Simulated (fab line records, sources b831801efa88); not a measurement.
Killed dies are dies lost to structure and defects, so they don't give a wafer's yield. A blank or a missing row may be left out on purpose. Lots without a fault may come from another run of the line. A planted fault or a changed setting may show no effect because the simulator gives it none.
fab line records | flow gf180mcu
record lots=5 wafers=15 last_day=32
route steps=602 shown M1@332 V1@335
lots that met no fault: from a run of the same line without faults
start_h: hours from the record's first day to the start of the lot's first wafer shown | wait_h: hours since the lot's step before | " the same as in the row above | L1.1+2: a row that stands for several wafers | - no value, or no start given | * or withheld: withheld | < > ~ a bound
route shown NAME@n: a module of which the file shows steps, and the number in the route of the first | usual: mean/standard deviation of fault-free wafers | same: alike in all rows | chamber/n: place in a boat | sites: the reading at each site | _std_site: their standard deviation | _edge_site: outer sites' mean less inner sites' | radius_mm: how far each site lies from the wafer's centre | mask NAME#n: copy n | behind: the tool/chamber that last shaped the wafer | hold: why the lot was held/for how many hours/how that ended | device: the transistor (n, p or np) that didn't switch | end of line: the same wafers' tests at the end of the route | a step without rows: its recipe alone | killed: dies lost to structure and defects at the first sort, not the wafer's yield | map: a wafer's dies, x killed, . not, _ none there
set.NAME: the setting as run; set.NAME@STEP: as run at that earlier step | model.NAME: the simulator's own value behind a step, which no gauge read
lots at some steps of the route; a table a step, a row a wafer
services: from which hour (start_h, from the record's first day; less than 0 if before it) a tool's chamber was out of use, for how many hours, and why
## steps
# step GF_M1_STRIP_17
# recipe chemistry=O2/N2 power_w=1400 pressure_mtorr=1500 platen_temp_c=250 o2_flow_sccm=3000 n2_flow_sccm=300 overash_fraction=0.5
# usual drypump_motor_current_A=5.6/0.48 heater_power_w=322/23 oes_product_au=0.537/0.0049 strip_time_to_endpoint_s=7.39/0.042
# columns lot.wafer tool chamber start_h wait_h drypump_motor_current_A heater_power_w oes_product_au rf_hours_counter_h strip_time_to_endpoint_s
L074.1 plasma_asher-02 0 391.71 0.1 6.4 343 0.543 73 7.38
L074.3 " 0 " " 6.4 336 0.536 - 7.34
L074.5 " 0 " " 6.5 338 0.532 - 7.38
L079.1 plasma_asher-01 0 428.26 0.1 5.6 362 0.536 69 7.44
L079.5 " 0 " " 5.5 357 0.532 - 7.41
L079.6 " 1 " " 5.7 315 0.540 - 7.46
L082.1 plasma_asher-04 1 452.61 0.1 6.0 296 0.539 2 7.45
L082.4 " 1 " " 6.0 289 0.539 - 7.44
L082.6 " 1 " " 6.1 293 0.537 - 7.39
L086.2 plasma_asher-02 0 494.33 0.1 6.4 340 0.537 84 7.40
L086.3 " 1 " " 5.3 324 0.534 - 7.35
L086.6 " 0 " " 6.5 334 0.535 - 7.40
L089.2 plasma_asher-01 0 518.63 0.1 5.5 355 0.533 77 7.31
L089.4 " 0 " " 5.5 351 0.533 - 7.33
L089.6 " 0 " " 5.5 356 0.538 - 7.35
# step GF_M1_STRIP_18
# recipe chemistry=post_etch_residue_remover time_s=1200 temp_c=72.5
# columns lot.wafer tool chamber start_h wait_h
L074.1+3+5 wet_bench-04 2 391.81 0.1
L079.1+5+6 wet_bench-04 1 428.36 0.1
L082.1+4+6 wet_bench-01 1 452.71 0.1
L086.2+3+6 wet_bench-01 0 494.43 0.1
L089.2+4+6 wet_bench-01 3 518.73 0.1
# step GF_M1_CLEAN_19
# recipe chemistry=DIW dry=n2_spin
# columns lot.wafer tool chamber start_h wait_h
L074.1+3+5 wet_bench-02 3 392.15 0.0
L079.1+5+6 wet_bench-01 3 428.70 0.0
L082.1+4+6 wet_bench-02 1 453.08 0.0
L086.2+3+6 wet_bench-02 1 494.80 0.0
L089.2+4+6 wet_bench-02 2 519.07 0.0
# step GF_V1_CVD_00
# recipe material=SiO2 target_thk_nm=600 sigma_open_frac=0.3 temp_c=400 time_s=100 sih4_flow_sccm=60 pressure_mtorr=6
# columns lot.wafer tool chamber start_h wait_h
L074.1+3+5 hdpcvd-01 2,0,0 392.25 0.0
L079.1+5+6 hdpcvd-01 1,2,1 428.79 0.0
L082.1+4+6 hdpcvd-01 0,1,2 453.17 0.0
L086.2+3+6 hdpcvd-02 1,0,2 494.89 0.0
L089.2+4+6 hdpcvd-02 0,2,0 519.16 0.0
# step GF_V1_THK_MEAS_01
# recipe reads=SiO2_of_V1_CVD_00
# usual V1_CVD_00_THK=602/5.4
# columns lot.wafer tool chamber start_h wait_h V1_CVD_00_THK[nm]
L074.1 film_metro-02 - 392.32 0.0 598
L074.3 " - " " 596
L074.5 " - " " 596
L079.1 film_metro-01 - 428.87 0.0 597
L079.5 " - " " 601
L079.6 " - " " 600
L082.1 film_metro-01 - 453.24 0.0 605
L082.4 " - " " 603
L082.6 " - " " 600
L086.2 film_metro-03 - 494.98 0.0 601
L086.3 " - " " 603
L086.6 " - " " 599
L089.2 film_metro-01 - 519.24 0.0 604
L089.4 " - " " 603
L089.6 " - " " 601
# step GF_V1_CVD_02
# recipe material=SiO2 target_thk_nm=850 precursor=TEOS temp_c=400 time_s=94.851 rf_w=600
# usual heater_power_outer_w=383/59 heater_power_w=649/100
# columns lot.wafer tool chamber start_h wait_h heater_power_outer_w heater_power_w
L074.1 pecvd-04 1 392.38 0.1 476 764
L074.3 " 0 " " 364 560
L074.5 " 2 " " 444 727
L079.1 pecvd-01 2 428.93 0.1 455 808
L079.5 " 0 " " 375 593
L079.6 " 1 " " 377 669
L082.1 pecvd-03 1 453.30 0.1 272 492
L082.4 " 1 " " 302 527
L082.6 " 0 " " 437 821
L086.2 pecvd-04 2 495.03 0.0 470 723
L086.3 " 1 " " 525 832
L086.6 " 0 " " 313 495
L089.2 pecvd-03 0 519.29 0.0 402 730
L089.4 " 1 " " 334 561
L089.6 " 0 " " 424 774
# step GF_V1_THK_MEAS_03
# recipe reads=SiO2_of_V1_CVD_02
# usual V1_CVD_02_THK=850/12
# columns lot.wafer tool chamber start_h wait_h V1_CVD_02_THK[nm]
L074.1 film_metro-02 - 392.45 0.0 863
L074.3 " - " " 854
L074.5 " - " " 865
L079.1 film_metro-02 - 429.00 0.0 850
L079.5 " - " " 846
L079.6 " - " " 848
L082.1 film_metro-02 - 453.37 0.0 847
L082.4 " - " " 847
L082.6 " - " " 849
L086.2 film_metro-01 - 495.11 0.0 849
L086.3 " - " " 856
L086.6 " - " " 883
L089.2 film_metro-02 - 519.37 0.0 821
L089.4 " - " " 844
L089.6 " - " " 839
# step GF_V1_CMP_04
# recipe material=SiO2 down_force_psi=4 platen_rpm=60 pad_velocity_m_s=0.94248
# usual motor_current_A=12.8/0.99 platen_rpm=60.00/0.046 time_to_endpoint_s=79/5.4
# columns lot.wafer tool chamber start_h wait_h motor_current_A platen_rpm time_to_endpoint_s
L074.3 cmp-01 2 392.51 0.0 13.4 59.97 81
L074.1 " 3 " " 13.5 59.90 85
L074.5 " 2 " " 13.6 59.99 84
L079.1 cmp-02 3 429.11 0.1 12.0 60.02 78
L079.6 " 2 " " 12.2 59.98 74
L079.5 " 3 " " 11.8 60.00 75
L082.1 cmp-01 2 453.43 0.1 14.2 59.98 80
L082.4 " 0 " " 12.2 59.98 81
L082.6 " 2 " " 13.9 60.07 81
L086.3 cmp-02 2 495.21 0.1 12.7 59.99 81
L086.2 " 3 " " 12.1 59.99 77
L086.6 " 2 " " 13.0 60.03 85
L089.2 cmp-02 2 519.52 0.1 12.3 60.04 69
L089.4 " 3 " " 12.2 60.01 82
L089.6 " 0 " " 11.7 59.95 79
# step GF_V1_BOW_MEAS_05
# recipe mode=bow
# usual V1_BOW=81/7.7
# columns lot.wafer tool chamber start_h wait_h V1_BOW[um]
L074.1 film_metro-01 - 392.81 0.2 73
L074.3 " - " " 68
L074.5 " - " " 77
L079.1 film_metro-01 - 429.36 0.2 84
L079.5 " - " " 85
L079.6 " - " " 85
L082.1 film_metro-02 - 453.73 0.2 79
L082.4 " - " " 87
L082.6 " - " " 71
L086.2 film_metro-03 - 495.48 0.2 69
L086.3 " - " " 74
L086.6 " - " " 77
L089.2 film_metro-02 - 519.74 0.2 73
L089.4 " - " " 78
L089.6 " - " " 64
# step GF_V1_DEHYDRATE_06
# recipe temp_c=200 time_s=60
# usual resist_line_temp_C=22.98/0.11
# columns lot.wafer tool chamber start_h wait_h resist_line_temp_C
L074.1 litho_track-03 0 403.88 11.0 23.01
L074.3 " 0 " " 22.91
L074.5 " 0 " " 22.78
L079.1 litho_track-03 0 440.53 11.1 23.03
L079.5 " 0 " " 23.07
L079.6 " 0 " " 23.06
L082.1 litho_track-01 0 464.78 11.0 23.06
L082.4 " 0 " " 23.10
L082.6 " 0 " " 23.08
L086.2 litho_track-04 0 506.97 11.5 23.21
L086.3 " 0 " " 22.84
L086.6 " 0 " " 23.13
L089.2 litho_track-01 0 530.71 10.9 23.02
L089.4 " 0 " " 22.86
L089.6 " 0 " " 22.96
# step GF_V1_HMDS_07
# recipe prime_time_s=60 prime_temp_c=120
# usual prime_temp_c=120.00/0.12 resist_line_temp_C=22.99/0.11
# columns lot.wafer tool chamber start_h wait_h prime_temp_c resist_line_temp_C
L074.1 litho_track-03 0 404.03 0.1 120.07 22.98
L074.3 " 0 " " 120.19 23.05
L074.5 " 0 " " 120.09 23.18
L079.1 litho_track-03 0 440.68 0.1 120.02 23.22
L079.5 " 0 " " 119.99 23.17
L079.6 " 0 " " 120.04 23.11
L082.1 litho_track-01 0 464.93 0.1 119.78 23.03
L082.4 " 0 " " 119.76 22.87
L082.6 " 0 " " 119.85 22.90
L086.2 litho_track-04 0 507.12 0.1 120.14 22.93
L086.3 " 0 " " 119.97 22.91
L086.6 " 0 " " 120.14 22.98
L089.2 litho_track-01 0 530.86 0.1 120.38 22.97
L089.4 " 0 " " 120.09 23.02
L089.6 " 0 " " 120.17 23.02
# step GF_V1_COAT_08
# recipe resist=BARC temp_c=withheld time_s=withheld spin_rpm=withheld resist_thk_nm=withheld
# usual resist_line_temp_C=*
# columns lot.wafer tool chamber start_h wait_h resist_line_temp_C
L074.1 litho_track-03 0 404.18 0.1 *
L074.3 " 0 " " *
L074.5 " 0 " " *
L079.1 litho_track-03 0 440.83 0.1 *
L079.5 " 0 " " *
L079.6 " 0 " " *
L082.1 litho_track-01 0 465.08 0.1 *
L082.4 " 0 " " *
L082.6 " 0 " " *
L086.2 litho_track-04 0 507.27 0.1 *
L086.3 " 0 " " *
L086.6 " 0 " " *
L089.2 litho_track-01 0 531.01 0.1 *
L089.4 " 0 " " *
L089.6 " 0 " " *
# step GF_V1_COAT_09
# recipe resist=KrF spin_rpm=withheld resist_thk_nm=1000
# usual resist_line_temp_C=22.99/0.098
# columns lot.wafer tool chamber start_h wait_h resist_line_temp_C
L074.1 litho_track-03 0 - - 23.01
L074.3 " 0 " " 23.06
L074.5 " 0 " " 22.92
L079.1 litho_track-03 0 - - 23.09
L079.5 " 0 " " 22.87
L079.6 " 0 " " 22.92
L082.1 litho_track-01 0 - - 23.15
L082.4 " 0 " " 23.14
L082.6 " 0 " " 22.98
L086.2 litho_track-04 0 - - 23.18
L086.3 " 0 " " 23.11
L086.6 " 0 " " 22.97
L089.2 litho_track-01 0 - - 23.12
L089.4 " 0 " " 23.12
L089.6 " 0 " " 23.09
# step GF_V1_SOFTBAKE_10
# recipe temp_c=130 time_s=60 resist=KrF
# usual resist_line_temp_C=23.01/0.11
# columns lot.wafer tool chamber start_h wait_h resist_line_temp_C
L074.1 litho_track-03 0 - - 23.03
L074.3 " 0 " " 23.13
L074.5 " 0 " " 22.95
L079.1 litho_track-03 0 - - 22.81
L079.5 " 0 " " 22.93
L079.6 " 0 " " 22.83
L082.1 litho_track-01 0 - - 22.84
L082.4 " 0 " " 23.02
L082.6 " 0 " " 22.98
L086.2 litho_track-04 0 - - 22.77
L086.3 " 0 " " 22.98
L086.6 " 0 " " 22.92
L089.2 litho_track-01 0 - - 22.96
L089.4 " 0 " " 23.03
L089.6 " 0 " " 22.81
# step GF_V1_EXPOSE_11
# recipe mask_id=Via1 target_cd_nm=260 na=0.68 source_shape=conventional sigma_outer=0.6 dose_mj=38
# usual focus_offset_nm=-0.1/0.51
# same na=0.68
# columns lot.wafer tool chamber start_h wait_h mask focus_offset_nm
L074.1 krf_scanner-02 0 - - Via1#0 0.5
L074.3 " 0 " " Via1#0 -0.5
L074.5 " 0 " " Via1#0 0.0
L079.1 krf_scanner-01 0 - - Via1#0 -0.4
L079.5 " 0 " " Via1#0 -0.7
L079.6 " 0 " " Via1#0 -0.2
L082.1 krf_scanner-01 0 - - Via1#0 0.1
L082.4 " 0 " " Via1#0 0.5
L082.6 " 0 " " Via1#0 -0.7
L086.2 krf_scanner-01 0 - - Via1#0 0.1
L086.3 " 0 " " Via1#0 -0.4
L086.6 " 0 " " Via1#0 -0.3
L089.2 krf_scanner-02 0 - - Via1#0 0.6
L089.4 " 0 " " Via1#0 0.0
L089.6 " 0 " " Via1#0 -0.4
# step GF_V1_PEB_12
# recipe peb_temp_c=135 peb_time_s=90 resist=KrF
# usual resist_line_temp_C=22.99/0.098
# columns lot.wafer tool chamber start_h wait_h resist_line_temp_C
L074.1 litho_track-01 0 - - 23.08
L074.3 " 0 " " 22.96
L074.5 " 0 " " 22.89
L079.1 litho_track-01 0 - - 23.06
L079.5 " 0 " " 22.96
L079.6 " 0 " " 23.05
L082.1 litho_track-01 0 - - 23.00
L082.4 " 0 " " 22.92
L082.6 " 0 " " 23.06
L086.2 litho_track-03 0 - - 22.89
L086.3 " 0 " " 22.73
L086.6 " 0 " " 22.97
L089.2 litho_track-03 0 - - 22.86
L089.4 " 0 " " 22.93
L089.6 " 0 " " 23.01
# step GF_V1_DEVELOP_13
# recipe develop_time_s=60 resist=KrF dev_temp_c=21
# usual developer_temp_C=21.00/0.1 resist_line_temp_C=22.98/0.11
# columns lot.wafer tool chamber start_h wait_h developer_temp_C resist_line_temp_C
L074.1 litho_track-01 0 416.08 0.2 21.01 22.79
L074.3 " 0 " " 20.95 22.84
L074.5 " 0 " " 21.12 22.81
L079.1 litho_track-01 0 453.08 0.2 21.00 22.89
L079.5 " 0 " " 21.14 23.12
L079.6 " 0 " " 21.11 23.00
L082.1 litho_track-01 0 477.03 0.2 21.04 23.01
L082.4 " 0 " " 21.08 23.11
L082.6 " 0 " " 21.07 22.99
L086.2 litho_track-03 0 519.25 0.2 21.06 23.08
L086.3 " 0 " " 21.06 22.87
L086.6 " 0 " " 20.98 23.01
L089.2 litho_track-03 0 542.25 0.2 21.06 23.03
L089.4 " 0 " " 20.81 22.85
L089.6 " 0 " " 21.09 22.90
# step GF_V1_CD_MEAS_14
# recipe target_cd_nm=260
# usual cd_nm=260.3/1.1
# columns lot.wafer tool chamber start_h wait_h cd_nm
L074.1 cd_sem-01 - 416.23 0.1 260.3
L074.3 " - " " 260.3
L074.5 " - " " 260.8
L079.1 cd_sem-02 - 453.23 0.1 261.6
L079.5 " - " " 261.5
L079.6 " - " " 260.6
L082.1 cd_sem-02 - 477.18 0.1 260.3
L082.4 " - " " 259.3
L082.6 " - " " 259.2
L086.2 cd_sem-02 - 519.39 0.1 261.9
L086.3 " - " " 261.2
L086.6 " - " " 261.7
L089.2 cd_sem-01 - 542.39 0.1 258.8
L089.4 " - " " 259.5
L089.6 " - " " 258.8
# step GF_V1_OVL_MEAS_15
# usual V1_OVL=-3/4.4
# columns lot.wafer tool chamber start_h wait_h V1_OVL[nm]
L074.1 overlay-02 - 416.35 0.1 3
L074.3 " - " " 3
L074.5 " - " " 0
L079.1 overlay-01 - 453.35 0.1 -4
L079.5 " - " " -1
L079.6 " - " " -9
L082.1 overlay-02 - 477.30 0.1 4
L082.4 " - " " -3
L082.6 " - " " -3
L086.2 overlay-01 - 519.50 0.1 -5
L086.3 " - " " -13
L086.6 " - " " -2
L089.2 overlay-02 - 542.50 0.1 -5
L089.4 " - " " -4
L089.6 " - " " -3
# step GF_V1_ETCH_16
# recipe chemistry=N2/H2 target_depth_a=withheld overetch_a=withheld time_s=withheld target=BARC ion_energy_ev=200 source_w=500 bias_w=100 pressure_mtorr=30 n2_flow_sccm=100 h2_flow_sccm=200
# usual drypump_motor_current_A=5.8/0.43 oes_product_au=0.854/0.0044 throttle_valve_pct=13.224/0.009
# columns lot.wafer tool chamber start_h wait_h drypump_motor_current_A oes_product_au throttle_valve_pct
L074.1 rie_diel-03 3 416.39 0.0 6.0 0.849 13.217
L074.3 " 1 " " 6.4 0.852 13.235
L074.5 " 1 " " 6.5 0.851 13.218
L079.1 rie_diel-01 1 453.39 0.0 5.7 0.855 13.208
L079.5 " 3 " " 5.4 0.860 13.219
L079.6 " 2 " " 5.8 0.857 13.208
L082.1 rie_diel-04 3 477.34 0.0 6.0 0.856 13.222
L082.4 " 0 " " 5.6 0.855 13.219
L082.6 " 3 " " 6.0 0.853 13.215
L086.2 rie_diel-03 1 519.53 0.0 6.5 0.856 13.212
L086.3 " 0 " " 6.0 0.856 13.236
L086.6 " 3 " " 6.0 0.850 13.220
L089.2 rie_diel-03 2 542.53 0.0 5.5 0.852 13.231
L089.4 " 1 " " 6.5 0.864 13.237
L089.6 " 3 " " 6.0 0.858 13.203
# step GF_V1_ETCH_17
# recipe chemistry=C4F8/O2/Ar mask_material=KrF target=SiO2 stop_on=TiN source_w=1500 bias_w=1200 pressure_mtorr=40 c4f8_flow_sccm=withheld O2_flow_sccm=6 Ar_flow_sccm=300 time_s=withheld target_depth_a=6300
# usual oes_product_au=0.855/0.0046
# columns lot.wafer tool chamber start_h wait_h oes_product_au
L074.1 rie_diel-03 3 - - 0.856
L074.3 " 1 " " 0.855
L074.5 " 1 " " 0.852
L079.1 rie_diel-01 1 - - 0.843
L079.5 " 3 " " 0.857
L079.6 " 2 " " 0.852
L082.1 rie_diel-04 3 - - 0.853
L082.4 " 0 " " 0.858
L082.6 " 3 " " 0.853
L086.2 rie_diel-03 1 - - 0.859
L086.3 " 0 " " 0.862
L086.6 " 3 " " 0.862
L089.2 rie_diel-03 2 - - 0.854
L089.4 " 1 " " 0.860
L089.6 " 3 " " 0.854
# step GF_V1_STRIP_18
# recipe chemistry=O2/N2 power_w=1400 pressure_mtorr=1500 platen_temp_c=250 o2_flow_sccm=3000 n2_flow_sccm=300 overash_fraction=0.5
# usual drypump_motor_current_A=5.8/0.6 heater_power_w=316/25 oes_product_au=0.594/0.0047
# columns lot.wafer tool chamber start_h wait_h drypump_motor_current_A heater_power_w oes_product_au rf_hours_counter_h
L074.1 plasma_asher-04 0 416.52 - 4.8 295 0.590 77
L074.3 " 1 " " 6.1 275 0.593 -
L074.5 " 0 " " 4.8 300 0.601 -
L079.1 plasma_asher-04 1 453.52 - 6.0 293 0.589 2
L079.5 " 1 " " 6.1 294 0.591 -
L079.6 " 0 " " 4.8 296 0.599 -
L082.1 plasma_asher-04 1 477.47 - 6.1 301 0.588 5
L082.4 " 0 " " 4.8 306 0.595 -
L082.6 " 1 " " 6.0 299 0.596 -
L086.2 plasma_asher-02 0 519.66 - 6.4 338 0.583 87
L086.3 " 0 " " 6.4 336 0.593 -
L086.6 " 1 " " 5.3 335 0.598 -
L089.2 plasma_asher-02 1 542.66 - 5.3 327 0.596 89
L089.4 " 0 " " 6.4 337 0.602 -
L089.6 " 0 " " 6.5 335 0.599 -
# step GF_V1_STRIP_19
# recipe chemistry=post_etch_residue_remover time_s=1200 temp_c=72.5
# columns lot.wafer tool chamber start_h wait_h
L074.1+3+5 wet_bench-03 0 416.75 0.2
L079.1+5+6 wet_bench-02 0 453.62 0.1
L082.1+4+6 wet_bench-03 2 477.57 0.1
L086.2+3+6 wet_bench-04 1 519.76 0.1
L089.2+4+6 wet_bench-02 0 542.76 0.1
# step GF_V1_CLEAN_20
# recipe chemistry=DIW dry=n2_spin
# columns lot.wafer tool chamber start_h wait_h
L074.1+3+5 wet_bench-02 0 417.49 0.0
L079.1+5+6 wet_bench-04 2 453.96 0.0
L082.1+4+6 wet_bench-02 1 477.91 0.0
L086.2+3+6 wet_bench-03 3 520.13 0.0
L089.2+4+6 wet_bench-04 2 543.10 0.0
# step GF_V1_SPUTTER_21
# recipe material=Ti target_thk_nm=15 chamber_pressure_pa=5 power_w=2500 substrate_temp_c=200 time_s=80.02
# usual throttle_valve_pct=30.0/1.2
# columns lot.wafer tool chamber start_h wait_h throttle_valve_pct
L074.1 pvd_sputter-03 - 417.59 0.0 30.3
L074.3 " - " " 29.9
L074.5 " - " " 30.1
L079.1 pvd_sputter-01 - 454.05 0.0 29.0
L079.5 " - " " 32.2
L079.6 " - " " 29.6
L082.1 pvd_sputter-03 - 478.00 0.0 29.3
L082.4 " - " " 29.9
L082.6 " - " " 30.1
L086.2 pvd_sputter-04 - 520.22 0.0 29.2
L086.3 " - " " 29.4
L086.6 " - " " 29.4
L089.2 pvd_sputter-03 - 543.20 0.0 31.9
L089.4 " - " " 30.1
L089.6 " - " " 29.3
# step GF_V1_SPUTTER_22
# recipe material=TiN target_thk_nm=10 chamber_pressure_pa=5 power_w=4000 time_s=40
# usual throttle_valve_pct=30.0/1.2
# columns lot.wafer tool chamber start_h wait_h throttle_valve_pct
L074.1 pvd_sputter-03 - 417.65 0.0 30.1
L074.3 " - " " 29.9
L074.5 " - " " 30.0
L079.1 pvd_sputter-01 - 454.11 0.0 28.6
L079.5 " - " " 32.1
L079.6 " - " " 29.6
L082.1 pvd_sputter-03 - 478.06 0.0 29.4
L082.4 " - " " 30.1
L082.6 " - " " 30.1
L086.2 pvd_sputter-04 - 520.29 0.0 29.2
L086.3 " - " " 29.1
L086.6 " - " " 29.4
L089.2 pvd_sputter-03 - 543.26 0.0 31.8
L089.4 " - " " 29.9
L089.6 " - " " 29.3
# step GF_V1_CVD_23
# recipe material=W target_thk_nm=350 time_s=105.05 temp_c=400 pressure_torr=40
# usual heater_power_outer_w=515/54 heater_power_w=854/98
# columns lot.wafer tool chamber start_h wait_h heater_power_outer_w heater_power_w
L074.1 cvd_w-01 0 417.69 0.0 558 866
L074.3 " 0 " " 553 848
L074.5 " 1 " " 502 821
L079.1 cvd_w-02 0 454.15 0.0 417 701
L079.5 " 1 " " 575 1007
L079.6 " 0 " " 407 699
L082.1 cvd_w-02 0 478.10 0.0 413 711
L082.4 " 1 " " 557 997
L082.6 " 1 " " 563 1015
L086.2 cvd_w-02 0 520.32 0.0 406 716
L086.3 " 0 " " 424 694
L086.6 " 1 " " 548 992
L089.2 cvd_w-02 1 543.30 0.0 566 981
L089.4 " 0 " " 408 694
L089.6 " 1 " " 566 1017
# step GF_V1_RS_MEAS_24
# recipe thk_meas_gauge=four-point-probe reads=W_of_V1_CVD_23+TiN_of_V1_SPUTTER_22+Ti_of_V1_SPUTTER_21
# usual V1_W_RS=0.329/0.0038
# columns lot.wafer tool chamber start_h wait_h V1_W_RS[ohm/sq]
L074.1 film_metro-01 - 417.80 0.1 0.336
L074.3 " - " " 0.331
L074.5 " - " " 0.334
L079.1 film_metro-01 - 454.26 0.1 0.331
L079.5 " - " " 0.326
L079.6 " - " " 0.328
L082.1 film_metro-01 - 478.21 0.1 0.331
L082.4 " - " " 0.327
L082.6 " - " " 0.324
L086.2 film_metro-02 - 520.46 0.1 0.331
L086.3 " - " " 0.331
L086.6 " - " " 0.327
L089.2 film_metro-03 - 543.43 0.1 0.326
L089.4 " - " " 0.335
L089.6 " - " " 0.324
## services
# columns tool chamber start_h hours kind
krf_scanner-01 - 370.78 1.3 pm
cvd_w-02 1 371.11 7.7 repair
pvd_sputter-03 - 372.91 10.0 repair
plasma_asher-04 - 377.81 6.0 repair
krf_scanner-01 - 380.10 0.8 pm
cvd_w-02 - 380.34 0.5 repair
pecvd-04 - 386.17 0.7 repair
krf_scanner-01 - 387.14 0.6 repair
rie_diel-03 1 399.17 4.9 repair
cmp-02 - 404.00 4.0 pm
pvd_sputter-04 - 405.41 18.8 repair
cmp-02 - 408.86 2.2 repair
krf_scanner-01 - 408.91 3.6 pm
hdpcvd-01 - 413.38 0.3 repair
cvd_w-02 - 420.57 1.9 repair
plasma_asher-04 - 421.25 9.0 pm
wet_bench-03 - 422.30 1.1 repair
pvd_sputter-03 - 455.09 2.2 repair
hdpcvd-01 - 459.47 6.0 pm
krf_scanner-01 - 469.98 4.4 pm
hdpcvd-01 2 497.96 7.5 repair
krf_scanner-01 - 507.74 1.0 pm
cmp-02 - 532.90 1.5 repair
hdpcvd-01 - 539.25 15.0 pm
## key
fault none
